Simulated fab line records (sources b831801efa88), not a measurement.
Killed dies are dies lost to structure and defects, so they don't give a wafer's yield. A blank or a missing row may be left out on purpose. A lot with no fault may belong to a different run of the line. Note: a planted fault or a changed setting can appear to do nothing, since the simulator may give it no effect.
Problem report, 8D (eight disciplines) form, completed by code / flow gf180mcu / the parts of the form that need people (team, actions taken, sign-off) are left out

## 1. THE PROBLEM
Wafers without a fault read 0.971 a.u., standard deviation 0.0064; oes product au at GF_M5_METAL_ETCH_10 reads a mean of 0.879 a.u. on 2 wafers belonging to 2 lots. That is -14 standard deviations from the usual mean.
The step: etches the open film in Cl2/BCl3, stops on SiO2, target depth 627.5 nm, time 104.6 s.
Seen first at day 31 18:03 on rie metal-03, wafer L720.2. The record holds 30 wafers of 10 lots with a number at this step. By rule, "out" or "out of limits" means more than 4 standard deviations away from the usual mean. All remaining wafers that have a number are taken as sound.

## 2. WHAT IT IS, WHAT IT ISN'T
question=which readings at this step | is=oes product au, throttle valve pct | is not=chamber pressure mTorr, drypump motor current A, rf fwd power W
question=which lots | is=L720, L721 | is not=L702, L706, L708, L709, L710, L717, L719, L724
question=which wafers of those lots | is=L720.2, L721.5 | is not=L720.1, L720.3, L721.2, L721.4
question=read on which tools | is=rie metal-02, rie metal-03 | is not=rie metal-01
question=when | is=from day 31 18:03 | is not=up to then (23 sound wafers); but 5 sound wafers of L721, L724 came after

## 3. SUSPECTS, AND WHAT RULES EACH OUT
Counting: a tool at a process step up to the reading stays a suspect if it ran every lot that is out. Sound lots after the first of them don't rule it out here, since some wafers of a struck lot are sound.
- pvd sputter-04 at GF_MIM_SPUTTER_01 (material TiN, target thk 30 nm, time 25 s): kept. Every lot that is out went through it, the first being L720 (day 30 05:44); the last sound lot it ran before that was L708 (day 26 13:20).
- pvd sputter-04 at GF_MIM_SPUTTER_02 (material AlCu, target thk 450 nm, time 23.9 s): kept. Every lot that is out went through it, the first being L720 (day 30 05:46); the last sound lot it ran before that was L708 (day 26 13:22).
After counting, pvd sputter-04 at GF_MIM_SPUTTER_01 and pvd sputter-04 at GF_MIM_SPUTTER_02 remain.

## 4. THE CAUSE (what the simulator had put in)
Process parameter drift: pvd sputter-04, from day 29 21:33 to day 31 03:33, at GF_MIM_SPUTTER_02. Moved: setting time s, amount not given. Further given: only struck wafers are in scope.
2 suspects survive the count, and this tool is in that group.

## 5. SEQUENCE OF EFFECTS, ordered by route
Each row: a reading where the mean over the struck wafers with a number is more than 3 standard deviations away from the usual. Scope: only readings with a usual standard deviation given in the record; hours: median across lots of the time from each lot's start at the first step in this table that gives one to its start at this step; sigmas: change in usual standard deviations.
hours=0; step=GF_M5_METAL_ETCH_10; reading=oes product au; usual=0.971 a.u.; on struck wafers=0.879; change=-0.092; sigmas=-14
hours=0; step=GF_M5_METAL_ETCH_10; reading=throttle valve pct; usual=28.251 %; on struck wafers=28.354; change=+0.102; sigmas=+11
Its process steps:
- GF_M5_METAL_ETCH_10: etches the open film in Cl2/BCl3, stops on SiO2, target depth 627.5 nm, time 104.6 s.

## 6. WHAT WOULD HAVE CAUGHT IT SOONER
44 hours passed between the start of the fault at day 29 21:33 and the first reading out of limits in this record, taken at day 31 18:03.
Tool readings at GF_MIM_SPUTTER_02 with a usual standard deviation given in the record: none out on any struck wafer, hence no alarm at a limit of 4 standard deviations on them.
Each of the lots that are out, 2 in all, had begun GF_MIM_SPUTTER_02 on pvd sputter-04 no later than day 31 18:03. Holding the tool at that point would not have protected any of them.
